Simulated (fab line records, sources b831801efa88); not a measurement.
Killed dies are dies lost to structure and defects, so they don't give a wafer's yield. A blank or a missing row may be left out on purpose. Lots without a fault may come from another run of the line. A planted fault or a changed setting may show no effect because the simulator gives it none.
Which tool did it? | flow sky130 | 12 lots, 36 wafers sampled, at 2 steps of a route of 708

WHAT THE GAUGES READ, wafer by wafer
SKY_PWDE_TW_MEAS_10.
lot  | measured    | on            | PWDE_TW
L076 | day 4 12:59 | film_metro-01 | 382 383 384
L077 | day 4 19:26 | film_metro-01 | 380 378 382
L079 | day 4 23:41 | film_metro-02 | 376 376 378
L081 | day 5 12:26 | film_metro-02 | 376 375 375
L083 | day 5 23:44 | film_metro-02 | 377 377 376
L085 | day 6 11:30 | film_metro-01 | 385 382 383
L087 | day 6 17:43 | film_metro-01 | 379 382 383
L089 | day 8 03:50 | film_metro-03 | 370 370 369
L091 | day 8 04:30 | film_metro-01 | 382 384 380
L092 | day 8 11:19 | film_metro-02 | 376 378 379
L095 | day 9 01:04 | film_metro-01 | 381 380 381
L097 | day 9 12:47 | film_metro-03 | 370 371 370

WHICH TOOL RAN EACH LOT (tool, then ch and the chambers of the sampled wafers, then the start)
lot  | SKY_FIELD_ISO_CMP_27
L076 | cmp-02 ch 0,3, day 2 23:15
L077 | cmp-02 ch 0,1, day 3 04:55
L079 | cmp-01 ch 0,1,3, day 3 10:20
L081 | cmp-01 ch 2,3, day 3 22:04
L083 | cmp-02 ch 0,1,3, day 4 07:33
L085 | cmp-02 ch 2,3, day 4 21:00
L087 | cmp-02 ch 0,2,3, day 5 03:37
L089 | cmp-01 ch 0,1,2, day 6 03:44
L091 | cmp-01 ch 0,3, day 6 09:21
L092 | cmp-02 ch 0,3, day 6 15:58
L095 | cmp-01 ch 1,2,3, day 7 04:13
L097 | cmp-01 ch 2,3, day 7 15:14
- SKY_FIELD_ISO_CMP_27: polishes, stops on Si3N4, t overpolish 16 s, target thk 457.8 nm.

THE ANSWER, worked out from the rows above alone
Rule: what is usual is taken from the lots themselves. Put in order of their means at a reading, lots are off if they are a third of the lots or fewer, leave a main group of 4 or more, and stand apart from it by a gap of 3 or more times the standard deviation of the main group's means; of several such gaps the widest counts. A main group whose means are all the same, to the digits that the tables above print for the reading, isn't used. A lot without any number at a reading at which 4 lots or more have one is off too. The other lots that the step has rows for count as sound.
No lot is off at any reading shown: from this, nothing can be told.

WHAT THE SIMULATOR HAD PUT IN
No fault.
